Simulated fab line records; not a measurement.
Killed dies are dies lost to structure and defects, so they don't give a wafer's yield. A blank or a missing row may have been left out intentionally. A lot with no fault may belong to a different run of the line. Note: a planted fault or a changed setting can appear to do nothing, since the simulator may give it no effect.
A single fault, viewed from 2 desks || flow sky130 || what lay behind the numbers comes last; until then each desk has only its own

== TOOL OWNER'S DESK, rieDiel-03 ==
The tool's own readings at SKY_LI_CONTACT_ETCH_14 (etches BARC in N2/H2, stops on SiO2, time 45.9 s, target depth 60 nm): means of the sampled wafers that have a number, for each lot that ran on this tool. Marked OUT: a lot whose mean sits more than 4 standard deviations from the usual mean, which makes it out of limits; the brackets give that distance.
Columns: A = chamberPressureMTorr at SKY_LI_CONTACT_ETCH_14, usual 29.999 mTorr; B = drypumpMotorCurrentA at SKY_LI_CONTACT_ETCH_14, usual 5.6 A; C = oesProductAu at SKY_LI_CONTACT_ETCH_14, usual 0.854 a.u.; D = rfFwdPowerW at SKY_LI_CONTACT_ETCH_14, usual 494.8 W; E = throttleValvePct at SKY_LI_CONTACT_ETCH_14, usual 13.225 %
{"lot": "L278", "first seen here": "day 28 22:18", "A": 29.997, "B": 5.6, "C": 0.853, "D": 496.3, "E": 13.229}
{"lot": "L285", "first seen here": "day 31 20:45", "A": 30.015, "B": 5.7, "C": 0.858, "D": "521.2 (+15) OUT", "E": 13.229}
{"lot": "L295", "first seen here": "day 35 02:12", "A": 30.024, "B": 5.8, "C": 0.855, "D": 495.7, "E": 13.221}
{"lot": "L297", "first seen here": "day 35 12:00", "A": 30.000, "B": 5.6, "C": 0.852, "D": 495.9, "E": 13.230}
{"lot": "L298", "first seen here": "day 35 16:22", "A": 29.982, "B": 5.5, "C": 0.858, "D": 495.3, "E": 13.219}
{"lot": "L301", "first seen here": "day 36 04:53", "A": 29.994, "B": 5.7, "C": 0.856, "D": 493.4, "E": 13.224}
This desk's finding: out of limits on L285; first on L285, day 31 20:45 (rfFwdPowerW at SKY_LI_CONTACT_ETCH_14). L278, L295, L297, L298, L301: within limits.

== FROM THE METROLOGY DESK ==
What the gauges read for every lot (on any tool): the sampled wafers with a number, averaged. Marked OUT: a lot whose mean sits more than 4 standard deviations from the usual mean, which makes it out of limits; the brackets give that distance.
Columns: A = VT_ADJUST_NCORE_OVL at SKY_VT_ADJUST_NCORE_OVL_MEAS_08, usual -0.5 nm; B = VIA2_W_THK at SKY_VIA2_THK_MEAS_23, usual 407 nm
{"lot": "L278", "first seen here": "day 8 14:05", "A": 0.5, "B": 404}
{"lot": "L279", "first seen here": "day 8 22:08", "A": -1.1, "B": 408}
{"lot": "L285", "first seen here": "day 10 20:07", "A": 0.6, "B": 410}
{"lot": "L287", "first seen here": "day 11 06:16", "A": -3.9, "B": 406}
{"lot": "L291", "first seen here": "day 12 08:29", "A": -1.1, "B": 406}
{"lot": "L294", "first seen here": "day 13 04:58", "A": -0.1, "B": 416}
{"lot": "L295", "first seen here": "day 13 23:40", "A": -0.2, "B": 415}
{"lot": "L296", "first seen here": "day 14 00:35", "A": -0.9, "B": 396}
{"lot": "L297", "first seen here": "day 14 05:43", "A": -0.5, "B": 395}
{"lot": "L298", "first seen here": "day 14 15:25", "A": -0.1, "B": 406}
{"lot": "L300", "first seen here": "day 15 00:52", "A": -0.6, "B": 415}
{"lot": "L301", "first seen here": "day 15 06:20", "A": 0.2, "B": 400}
Finding of this desk: none of the 12 lots has anything out of limits.

== ALL TOGETHER ==
At day 31 20:45, on L285, the tool owner's desk was in a position to raise an alarm.
The metrology desk saw nothing out of limits.
The metrology desk holds a record of L285, inside its limits.
SKY_LI_CONTACT_ETCH_14 was run on rieDiel-03 by each of the lots named.

== WHAT THE SIMULATOR HAD PUT IN ==
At SKY_LI_CONTACT_ETCH_14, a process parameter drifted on rieDiel-03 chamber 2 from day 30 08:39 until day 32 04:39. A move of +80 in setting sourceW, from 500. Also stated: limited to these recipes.
Struck lots among those shown: L285.
Time in hours from fault onset to the first out-of-limits reading at each desk: the tool owner's desk, 36.
